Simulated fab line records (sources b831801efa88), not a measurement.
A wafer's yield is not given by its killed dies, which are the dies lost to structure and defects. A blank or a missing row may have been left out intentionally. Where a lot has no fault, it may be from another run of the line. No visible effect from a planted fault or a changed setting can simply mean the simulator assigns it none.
Which tool is to blame? | flow sky130 | 45 wafers from 15 lots sampled at 4 of the route's 708 steps

WHAT THE GAUGES READ, wafer by wafer
SKY_NWELL_RS_MEAS_31: a four-point-probe measurement. Usual: PWDE_RS gives 5272 ohm/sq (standard deviation 19).
lot  | measured     | on            | PWDE_RS (ohm/sq) | flag
L281 | day 5 05:41  | film metro-01 | 5271 5287 5292   |
L282 | day 5 09:50  | film metro-01 | 5279 5283 5261   |
L283 | day 5 19:30  | film metro-04 | 5246 5261 5266   |
L285 | day 6 03:26  | film metro-04 | 5278 5285 5266   |
L286 | day 6 13:06  | film metro-03 | 5253 5241 5236   |
L287 | day 6 20:35  | film metro-04 | 5252 5269 5263   |
L289 | day 7 07:55  | film metro-01 | 5282 5285 5275   |
L290 | day 7 10:17  | film metro-01 | 5255 5261 5256   |
L291 | day 7 17:45  | film metro-03 | 5280 5271 5296   |
L292 | day 7 22:54  | film metro-03 | 5290 5277 5295   |
L293 | day 8 01:32  | film metro-03 | 5270 5264 5279   |
L300 | day 11 12:34 | film metro-03 | 5287 5284 5278   |
L304 | day 11 12:54 | film metro-01 | 5299 5300 5315   |
L301 | day 11 12:54 | film metro-04 | 5268 5295 5290   |
L302 | day 11 15:37 | film metro-04 | 5233 5246 5244   |

SKY_VT_ADJUST_HVTR_TW_MEAS_11. Usual: VT_ADJUST_HVTR_TW gives 208.5 (standard deviation 2.5).
lot  | measured     | on            | VT_ADJUST_HVTR_TW | flag
L281 | day 9 02:46  | film metro-03 | 210.5 210.3 210.1 |
L282 | day 9 07:34  | film metro-03 | 210.5 210.3 210.8 |
L283 | day 9 19:43  | film metro-04 | 213.4 212.6 213.1 |
L285 | day 10 05:38 | film metro-04 | 210.5 212.3 211.9 |
L286 | day 10 20:40 | film metro-01 | 205.6 205.7 205.0 |
L287 | day 11 07:21 | film metro-03 | 209.4 209.4 207.9 |
L289 | day 11 21:01 | film metro-04 | 211.7 212.4 211.8 |
L290 | day 11 22:19 | film metro-03 | 209.9 209.5 209.0 |
L291 | day 12 08:10 | film metro-01 | 206.8 205.9 205.9 |
L292 | day 12 15:05 | film metro-04 | 212.5 212.0 212.2 |
L293 | day 12 17:47 | film metro-04 | 212.5 211.4 211.9 |
L300 | day 16 22:56 | film metro-03 | 207.8 209.0 208.6 |
L304 | day 17 00:56 | film metro-03 | 210.1 208.9 209.9 |
L301 | day 16 23:15 | film metro-01 | 206.6 205.9 206.5 |
L302 | day 17 04:28 | film metro-03 | 208.8 209.8 209.3 |

SKY_GATE_OXIDE_TW_MEAS_14. Usual: GATE_OXIDE_TW gives 221.9 (standard deviation 2.3).
lot  | measured     | on            | GATE_OXIDE_TW     | flag
L281 | day 13 09:50 | film metro-03 | 222.9 222.6 223.3 |
L282 | day 13 15:05 | film metro-03 | 222.9 223.1 223.1 |
L283 | day 14 03:41 | film metro-01 | 218.2 218.1 217.3 |
L285 | day 14 17:26 | film metro-04 | 225.1 227.1 226.3 |
L286 | day 15 06:33 | film metro-03 | 222.7 222.1 222.3 |
L287 | day 15 22:24 | film metro-03 | 223.4 223.3 224.2 |
L289 | day 16 12:55 | film metro-01 | 217.3 218.8 218.7 |
L290 | day 16 14:20 | film metro-03 | 222.3 222.7 221.2 |
L291 | day 17 02:42 | film metro-01 | 220.6 219.0 218.1 |
L292 | day 17 15:24 | film metro-03 | 222.4 222.5 223.0 |
L293 | day 17 15:02 | film metro-01 | 219.6 220.1 219.1 |
L304 | day 22 10:13 | film metro-03 | 222.3 222.3 222.2 |

WHICH TOOL RAN EACH LOT (tool, then ch and the chambers of the sampled wafers, then the start)
lot  | SKY_SONOS_ONO_CVD_02
L281 | lpcvd-02 ch 0, day 11 04:56
L282 | lpcvd-02 ch 0, day 11 09:08
L283 | lpcvd-02 ch 0, day 11 20:16
L285 | lpcvd-02 ch 0, day 12 07:47
L286 | lpcvd-02 ch 0, day 12 22:28
L287 | lpcvd-02 ch 1, day 13 10:36
L289 | lpcvd-02 ch 0, day 14 02:11
L290 | lpcvd-02 ch 0, day 14 03:14
L291 | lpcvd-02 ch 0, day 14 13:20
L292 | lpcvd-02 ch 0, day 15 00:25
L293 | lpcvd-02 ch 1, day 15 00:25
L300 | lpcvd-02 ch 0, day 19 13:34
L304 | lpcvd-02 ch 0, day 19 16:26
L301 | lpcvd-02 ch 1, day 19 13:34
L302 | lpcvd-02 ch 1, day 19 20:21
- SKY_SONOS_ONO_CVD_02: deposits Si3N4 from DCS/NH3, target thk 10.5 nm, time 180 s.

AS READ BY THE TOOLS THEMSELVES (means over the sampled wafers that have a number; for cases with no such wafer, the mark the record gives instead)
SKY_SONOS_ONO_CVD_02. Usual: pressure mtorr 250.0 mTorr, standard deviation 0.49; spike tc bottom C 787.2 C, standard deviation 3; spike tc top C 780.4 C, standard deviation 1.2; zone power bottom pct 21.0 %, standard deviation 0.45; zone power centre pct 13.9 %, standard deviation 1.1.
lot  | tool     | pressure mtorr (mTorr) | spike tc bottom C (C) | spike tc top C (C) | zone power bottom pct (%) | zone power centre pct (%) | flag
L281 | lpcvd-02 | 250.2                  | 785.3                 | 780.5              | 20.7                      | 14.7                      |
L282 | lpcvd-02 | 249.4                  | 784.6                 | 780.9              | 20.9                      | 14.6                      |
L283 | lpcvd-02 | 249.8                  | 785.3                 | 781.1              | 20.5                      | 14.7                      |
L285 | lpcvd-02 | 249.6                  | 785.8                 | 780.4              | 20.6                      | 14.7                      |
L286 | lpcvd-02 | 250.4                  | 785.5                 | 780.9              | 20.6                      | 14.7                      |
L287 | lpcvd-02 | 250.0                  | 791.4                 | 779.7              | 21.6                      | 12.4                      |
L289 | lpcvd-02 | 249.4                  | 785.7                 | 780.3              | 20.5                      | 14.7                      |
L290 | lpcvd-02 | 249.6                  | 786.1                 | 781.4              | 20.9                      | 14.8                      |
L291 | lpcvd-02 | 250.6                  | 785.8                 | 782.0              | 20.8                      | 14.7                      |
L292 | lpcvd-02 | 250.1                  | 784.7                 | 780.8              | 20.8                      | 14.7                      |
L293 | lpcvd-02 | 250.0                  | 790.8                 | 779.9              | 21.6                      | 12.3                      |
L300 | lpcvd-02 | -                      | -                     | -                  | -                         | -                         | OFF
L304 | lpcvd-02 | 249.0                  | 783.7                 | 782.1              | 20.7                      | 14.6                      |
L301 | lpcvd-02 | -                      | -                     | -                  | -                         | -                         | OFF
L302 | lpcvd-02 | -                      | -                     | -                  | -                         | -                         | OFF

THE ANSWER, worked out from the rows above alone
Rule: a lot is off if the mean of its wafers that have a number lies more than 3 standard deviations from the usual mean. A lot without any number at a reading at which 4 lots or more have one is off too. All remaining lots with rows at the step are treated as sound. The gauges are gone through in route order, then the tools' own readings, and for those a lot's mean is taken as printed above. The first step at which some lot is off is used, and at that step the reading that is off furthest; a lot without a number counts as furthest.
Off: L300, L301, L302, at SKY_SONOS_ONO_CVD_02 (pressure mtorr). Without a number there: L300, L301, L302.
A tool fits if, at that step or a process step before it, it ran every lot that is off, and no sound lot after the first of them. None of those tried fits.

WHAT WAS PUT IN BY THE SIMULATOR
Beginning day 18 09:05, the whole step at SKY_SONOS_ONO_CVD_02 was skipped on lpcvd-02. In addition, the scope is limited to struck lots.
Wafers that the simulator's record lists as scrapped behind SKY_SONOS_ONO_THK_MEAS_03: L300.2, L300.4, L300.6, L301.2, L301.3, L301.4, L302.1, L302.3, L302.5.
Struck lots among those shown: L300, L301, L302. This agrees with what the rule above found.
